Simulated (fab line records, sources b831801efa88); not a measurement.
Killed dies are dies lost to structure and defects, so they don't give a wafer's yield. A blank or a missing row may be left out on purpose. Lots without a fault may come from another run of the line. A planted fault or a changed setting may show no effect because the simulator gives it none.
fab line records | flow sky130
record lots=12 wafers=36 last_day=50
route steps=708 shown PWDE@52 VT_ADJUST_LVTN@115 VT_ADJUST_HVTR@135 SONOS_TUNNEL@162 PAD_OPEN@708
lots that met no fault: from a run of the same line without faults
start_h: hours from the record's first day to the start of the lot's first wafer shown | wait_h: hours since the lot's step before | " the same as in the row above | L1.1+2: a row that stands for several wafers | - no value, or no start given | * or withheld: withheld | < > ~ a bound
route shown NAME@n: a module of which the file shows steps, and the number in the route of the first | usual: mean/standard deviation of fault-free wafers | same: alike in all rows | chamber/n: place in a boat | sites: the reading at each site | _std_site: their standard deviation | _edge_site: outer sites' mean less inner sites' | radius_mm: how far each site lies from the wafer's centre | mask NAME#n: copy n | behind: the tool/chamber that last shaped the wafer | hold: why the lot was held/for how many hours/how that ended | device: the transistor (n, p or np) that didn't switch | end of line: the same wafers' tests at the end of the route | a step without rows: its recipe alone | killed: dies lost to structure and defects at the first sort, not the wafer's yield | map: a wafer's dies, x killed, . not, _ none there
set.NAME: the setting as run; set.NAME@STEP: as run at that earlier step | model.NAME: the simulator's own value behind a step, which no gauge read
steps of the route over a sample of lots; a table a step, a row a wafer
services: from which hour (start_h, from the record's first day; less than 0 if before it) a tool's chamber was out of use, for how many hours, and why
## steps
# step SKY_PWDE_OVL_MEAS_07
# usual PWDE_OVL=0.2/1.2
# columns lot.wafer tool chamber start_h wait_h PWDE_OVL[nm]
L422.1 overlay-02 - 67.88 - -0.6
L422.2 " - " " -1.2
L422.6 " - " " -1.9
L424.1 overlay-01 - 77.09 - -1.0
L424.5 " - " " -0.6
L424.6 " - " " -0.6
L426.3 overlay-02 - 91.30 - 0.0
L426.4 " - " " 1.7
L426.6 " - " " -0.8
L429.1 overlay-01 - 106.79 - 0.4
L429.2 " - " " -0.2
L429.6 " - " " 0.3
L430.2 overlay-01 - 115.65 - -0.1
L430.4 " - " " 0.9
L430.6 " - " " 0.3
L431.2 overlay-01 - 120.10 - 1.7
L431.4 " - " " -0.7
L431.6 " - " " -0.4
L433.1 overlay-01 - 126.69 - 2.2
L433.4 " - " " 3.6
L433.5 " - " " 1.3
L434.1 overlay-02 - 136.39 - -0.6
L434.2 " - " " -0.8
L434.4 " - " " -0.4
L435.3 overlay-01 - 143.11 - -1.1
L435.4 " - " " -1.5
L435.6 " - " " 0.1
L436.1 overlay-02 - 144.83 - -0.2
L436.4 " - " " -1.3
L436.6 " - " " 1.0
L443.3 overlay-01 - 186.40 - 1.9
L443.4 " - " " -0.1
L443.5 " - " " 1.3
L445.3 overlay-01 - 199.29 - 0.8
L445.4 " - " " 1.5
L445.5 " - " " -0.8
# step SKY_VT_ADJUST_LVTN_OVL_MEAS_18
# usual VT_ADJUST_LVTN_01_OVL=1.2/1.3
# columns lot.wafer tool chamber start_h wait_h VT_ADJUST_LVTN_01_OVL[nm]
L422.1 overlay-02 - 160.39 0.1 -0.3
L422.2 " - " " -1.0
L422.6 " - " " -0.2
L424.1 overlay-01 - 171.79 0.1 -0.2
L424.5 " - " " -0.8
L424.6 " - " " 2.4
L426.3 overlay-02 - 187.72 0.1 0.1
L426.4 " - " " 1.5
L426.6 " - " " 1.7
L429.1 overlay-01 - 208.79 0.1 -0.6
L429.2 " - " " -0.1
L429.6 " - " " 1.9
L430.2 overlay-02 - 218.70 0.1 -0.2
L430.4 " - " " 1.3
L430.6 " - " " -1.9
L431.2 overlay-02 - 224.60 0.1 0.0
L431.4 " - " " 0.9
L431.6 " - " " 0.3
L433.1 overlay-01 - 232.43 0.1 -1.2
L433.4 " - " " -0.7
L433.5 " - " " -2.3
L434.1 overlay-01 - 244.51 0.1 1.4
L434.2 " - " " 1.6
L434.4 " - " " 1.8
L435.3 overlay-02 - 250.89 0.1 0.6
L435.4 " - " " 1.2
L435.6 " - " " 3.1
L436.1 overlay-02 - 253.31 0.1 3.4
L436.4 " - " " 0.6
L436.6 " - " " 3.7
L443.3 overlay-02 - 303.30 0.1 -1.2
L443.4 " - " " -1.1
L443.5 " - " " -0.5
L445.3 overlay-02 - 320.12 0.1 1.6
L445.4 " - " " 1.9
L445.5 " - " " 3.5
# step SKY_VT_ADJUST_HVTR_EXPOSE_04
# recipe mask_id=HVTRM target_cd_nm=380 na=0.6 source_shape=conventional sigma_outer=0.6 dose_mj=150
# columns lot.wafer tool chamber start_h wait_h mask
L422.1+2+6 iline_stepper-02 0 191.44 - HVTRM#0
L424.1+5+6 iline_stepper-01 0 203.21 - HVTRM#0
L426.3+4+6 iline_stepper-01 0 220.65 - HVTRM#0
L429.1+2+6 iline_stepper-01 0 243.69 - HVTRM#0
L430.2+4+6 iline_stepper-01 0 252.66 - HVTRM#0
L431.2+4+6 iline_stepper-01 0 259.76 - HVTRM#0
L433.1+4+5 iline_stepper-02 0 268.79 - HVTRM#0
L434.1+2+4 iline_stepper-02 0 281.19 - HVTRM#0
L435.3+4+6 iline_stepper-02 0 288.25 - HVTRM#0
L436.1+4+6 iline_stepper-02 0 290.14 - TUNM#0
L443.3+4+5 iline_stepper-02 0 344.48 - HVTRM#0
L445.3+4+5 iline_stepper-02 0 360.40 - HVTRM#0
# step SKY_VT_ADJUST_HVTR_CD_MEAS_07
# recipe target_cd_nm=380
# usual cd_nm=380.3/2.5
# columns lot.wafer tool chamber start_h wait_h cd_nm
L422.1 cd_sem-02 - 201.96 0.1 381.2
L422.2 " - " " 381.9
L422.6 " - " " 382.1
L424.1 cd_sem-02 - 214.01 0.1 378.1
L424.5 " - " " 377.1
L424.6 " - " " 374.8
L426.3 cd_sem-01 - 231.30 0.1 381.1
L426.4 " - " " 381.3
L426.6 " - " " 381.3
L429.1 cd_sem-01 - 254.84 0.1 378.6
L429.2 " - " " 377.4
L429.6 " - " " 378.7
L430.2 cd_sem-02 - 264.56 0.1 383.0
L430.4 " - " " 383.3
L430.6 " - " " 381.5
L431.2 cd_sem-02 - 272.03 0.1 381.6
L431.4 " - " " 381.8
L431.6 " - " " 381.3
L433.1 cd_sem-02 - 280.69 0.1 379.4
L433.4 " - " " 376.6
L433.5 " - " " 378.8
L434.1 cd_sem-01 - 293.51 0.1 378.0
L434.2 " - " " 377.2
L434.4 " - " " 376.9
L435.3 cd_sem-02 - 301.00 0.1 381.0
L435.4 " - " " 382.5
L435.6 " - " " 379.9
L436.1 cd_sem-02 - 302.66 0.1 -
L436.4 " - " " -
L436.6 " - " " -
L443.3 cd_sem-01 - 358.13 0.1 384.7
L443.4 " - " " 382.7
L443.5 " - " " 385.1
L445.3 cd_sem-01 - 374.23 0.1 382.5
L445.4 " - " " 380.1
L445.5 " - " " 380.7
# step SKY_VT_ADJUST_HVTR_TW_MEAS_11
# usual VT_ADJUST_HVTR_TW=208.4/1.9
# columns lot.wafer tool chamber start_h wait_h hold VT_ADJUST_HVTR_TW
L422.1 film_metro-02 - 202.37 0.1 - 207.2
L422.2 " - " " - 208.0
L422.6 " - " " - 207.2
L424.1 film_metro-04 - 214.42 0.1 - 207.4
L424.5 " - " " - 207.4
L424.6 " - " " - 207.0
L426.3 film_metro-04 - 231.69 0.1 - 208.7
L426.4 " - " " - 207.7
L426.6 " - " " - 208.9
L429.1 film_metro-01 - 255.25 0.1 - 209.5
L429.2 " - " " - 210.7
L429.6 " - " " - 210.4
L430.2 film_metro-01 - 264.96 0.1 - 211.6
L430.4 " - " " - 210.9
L430.6 " - " " - 210.2
L431.2 film_metro-04 - 272.43 0.1 - 210.6
L431.4 " - " " - 209.6
L431.6 " - " " - 210.9
L433.1 film_metro-04 - 281.10 0.1 - 209.9
L433.4 " - " " - 210.1
L433.5 " - " " - 210.2
L434.1 film_metro-02 - 293.92 0.1 - 206.3
L434.2 " - " " - 208.3
L434.4 " - " " - 207.7
L435.3 film_metro-04 - 301.39 0.1 - 208.6
L435.4 " - " " - 209.2
L435.6 " - " " - 208.5
L436.1 film_metro-02 - 303.07 0.1 await_dispo/0.2h/release 29.4
L436.4 " - " " await_dispo/0.2h/release 29.3
L436.6 " - " " await_dispo/0.2h/release 29.3
L436.1 film_metro-02 - 303.29 0.2 - 29.4
L436.4 " - " " - 29.4
L436.6 " - " " - 29.5
L443.3 film_metro-02 - 358.52 0.1 - 205.2
L443.4 " - " " - 206.5
L443.5 " - " " - 206.6
L445.3 film_metro-02 - 374.62 0.1 - 207.5
L445.4 " - " " - 207.8
L445.5 " - " " - 205.6
# step SKY_SONOS_TUNNEL_OVL_MEAS_08
# usual SONOS_TUNNEL_OVL=-0.2/1.2
# columns lot.wafer tool chamber start_h wait_h SONOS_TUNNEL_OVL[nm]
L422.1 overlay-02 - 247.50 0.1 -0.1
L422.2 " - " " 1.6
L422.6 " - " " -0.1
L424.1 overlay-01 - 260.86 0.1 0.4
L424.5 " - " " 1.3
L424.6 " - " " 1.1
L426.3 overlay-02 - 279.36 0.1 -1.8
L426.4 " - " " -1.0
L426.6 " - " " -2.7
L429.1 overlay-02 - 305.63 0.1 -1.2
L429.2 " - " " -1.2
L429.6 " - " " 1.1
L430.2 overlay-01 - 316.04 0.1 0.7
L430.4 " - " " -0.7
L430.6 " - " " -0.1
L431.2 overlay-02 - 323.84 0.1 -0.9
L431.4 " - " " -1.8
L431.6 " - " " -0.3
L433.1 overlay-02 - 332.26 0.1 0.5
L433.4 " - " " 1.0
L433.5 " - " " -1.1
L434.1 overlay-02 - 346.91 0.1 -0.8
L434.2 " - " " -3.0
L434.4 " - " " -1.4
L435.3 overlay-01 - 355.46 0.1 -0.7
L435.4 " - " " 0.7
L435.6 " - " " -0.1
L443.3 overlay-02 - 416.54 0.1 -0.9
L443.4 " - " " -1.8
L443.5 " - " " -1.1
L445.3 overlay-01 - 432.01 0.1 0.3
L445.4 " - " " 1.3
L445.5 " - " " 0.5
# step SKY_PAD_OPEN_PROBE_99
# usual defect_limited_yield=82.3/2 killed_at_M0_to_M3=43/6.7 killed_at_M4_up=3.0/1.9 killed_at_contacts=25/5.4 killed_at_front_end=16/4.5 killed_at_other=0.4/0.62 killed_dies=87/9.6 killed_open=47/7 killed_short=39/6.1 sort_bin_3_pad_short=0.9/0.43 sort_bin_5_function=10.4/1.6 sort_bin_6_memory=6.3/0.99 sort_n_pass=405/9.6 sort_yield_pct=82.3/2
# same gross_dies=492 killed_at_back_side=0 sort_bin_4_leakage[%]=0 sort_bin_8_speed[%]=0
# columns lot.wafer tool chamber start_h wait_h defect_limited_yield[%] killed_at_M0_to_M3 killed_at_M4_up killed_at_contacts killed_at_front_end killed_at_other killed_dies killed_open killed_short sort_bin_3_pad_short[%] sort_bin_5_function[%] sort_bin_6_memory[%] sort_n_pass sort_yield_pct[%]
L422.1 prober-01 - 1072.39 0.1 81.7 46 3 28 13 0 90 52 38 1.8 10.4 6.1 402 81.7
L422.2 prober-01 - 1072.44 0.1 80.9 44 3 33 14 0 94 54 39 0.8 11.8 6.5 398 80.9
L422.6 prober-01 - 1072.64 0.2 78.3 47 2 38 20 0 107 56 51 1.4 12.2 8.1 385 78.3
L429.1 prober-02 - 1117.92 0.1 80.1 46 6 24 22 0 98 58 40 1.0 11.6 7.3 394 80.1
L429.2 prober-02 - 1117.97 0.1 84.6 32 7 23 13 1 76 42 34 0.6 10.8 4.1 416 84.6
L429.6 prober-02 - 1118.17 0.2 85.0 39 2 14 19 0 74 41 33 0.2 8.7 6.1 418 85.0
L434.1 prober-01 - 1147.82 0.1 79.7 52 5 23 20 0 100 56 41 0.4 12.4 7.5 392 79.7
L434.2 prober-01 - 1147.87 0.1 84.1 41 2 16 17 2 78 46 31 1.0 7.7 7.1 414 84.1
L434.4 prober-01 - 1147.97 0.2 79.1 56 2 25 20 0 103 60 41 0.2 15.2 5.5 389 79.1
# killed by level:class
L422.1 VIA1:geometric_particle:open=16 CONTACT:geometric_particle:open=13 VIA2:geometric_particle:open=9 FIELD_ISO:geometric_particle:short=6 LOCAL_INTERCONNECT:geometric_particle:short=6 VIA3:geometric_particle:open=6 CONTACT:geometric_particle:short=5 VIA1:geometric_particle:short=4
L422.2 CONTACT:geometric_particle:open=13 LI_CONTACT:geometric_particle:open=11 VIA1:geometric_particle:open=10 VIA3:geometric_particle:open=9 METAL1:geometric_particle:short=7 VIA1:geometric_particle:short=4 FIELD_ISO:geometric_particle:short=3 POLY_GATE:geometric_particle:short=3
L422.6 VIA1:geometric_particle:open=12 LI_CONTACT:geometric_particle:open=11 CONTACT:geometric_particle:open=11 VIA1:geometric_particle:short=8 FIELD_ISO:geometric_particle:short=7 LI_CONTACT:geometric_particle:short=6 CONTACT:geometric_particle:short=6 METAL2:geometric_particle:short=6
L429.1 VIA1:geometric_particle:open=14 CONTACT:geometric_particle:open=9 POLY_GATE:geometric_particle:open=8 VIA2:geometric_particle:open=8 LI_CONTACT:geometric_particle:open=6 POLY_GATE:geometric_particle:short=5 METAL4:geometric_particle:short=5 CONTACT:geometric_particle:short=5
L429.2 VIA1:geometric_particle:open=8 LI_CONTACT:geometric_particle:open=7 CONTACT:geometric_particle:open=7 FIELD_ISO:geometric_particle:short=5 VIA3:geometric_particle:open=5 POLY_GATE:geometric_particle:open=4 CONTACT:geometric_particle:short=4 METAL1:geometric_particle:short=4
L429.6 VIA1:geometric_particle:open=12 POLY_GATE:geometric_particle:open=7 VIA3:geometric_particle:open=7 CONTACT:geometric_particle:open=5 METAL1:geometric_particle:short=5 METAL2:geometric_particle:short=5 POLY_GATE:geometric_particle:short=4 SPACER:geometric_particle:short=4
L434.1 VIA1:geometric_particle:open=15 VIA2:geometric_particle:open=9 CONTACT:geometric_particle:open=8 VIA3:geometric_particle:open=7 VIA2:geometric_particle:short=6 METAL1:geometric_particle:short=6 LI_CONTACT:geometric_particle:open=5 LI_CONTACT:geometric_particle:short=4
L434.2 VIA1:geometric_particle:open=14 VIA3:geometric_particle:open=7 CONTACT:geometric_particle:open=6 POLY_GATE:geometric_particle:open=4 POLY_GATE:geometric_particle:short=4 LI_CONTACT:geometric_particle:open=4 VIA1:geometric_particle:short=4 VIA2:geometric_particle:open=4
L434.4 LI_CONTACT:geometric_particle:open=13 VIA2:geometric_particle:open=9 VIA1:geometric_particle:open=8 VIA3:geometric_particle:open=8 METAL1:geometric_particle:short=7 POLY_GATE:geometric_particle:short=5 SPACER:geometric_particle:open=5 CONTACT:geometric_particle:open=5
## services
# columns tool chamber start_h hours kind
iline_stepper-02 - 257.03 8.9 pm
iline_stepper-01 0 269.34 - calibration
iline_stepper-01 - 270.38 10.7 repair
iline_stepper-02 0 282.47 - calibration
iline_stepper-02 - 296.44 1.7 pm
iline_stepper-02 - 305.75 2.1 repair
iline_stepper-01 - 331.14 8.9 pm
## key
first_sign step=SKY_VT_ADJUST_HVTR_EXPOSE_04 reading=mask direction=changed
effect step=SKY_VT_ADJUST_HVTR_CD_MEAS_07 reading=cd_nm direction=missing
effect step=SKY_VT_ADJUST_HVTR_TW_MEAS_11 reading=visit direction=added
effect step=SKY_VT_ADJUST_HVTR_TW_MEAS_11 reading=VT_ADJUST_HVTR_TW direction=down sigmas=94 usual=208.4 struck=29.3
met_at SKY_VT_ADJUST_HVTR_EXPOSE_04
struck_lots L436
scrapped_behind SKY_VT_ADJUST_HVTR_TW_MEAS_11 L436.1,L436.4,L436.6
not_acting_at SKY_PWDE_OVL_MEAS_07,SKY_VT_ADJUST_LVTN_OVL_MEAS_18,SKY_SONOS_TUNNEL_OVL_MEAS_08
onset_between 288.25 290.14
fault kind=wrong_mask tool=any chamber=- onset_h=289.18 steps=SKY_VT_ADJUST_HVTR_EXPOSE_04 aux_copy=TUNM#0 scope=struck_lots_only
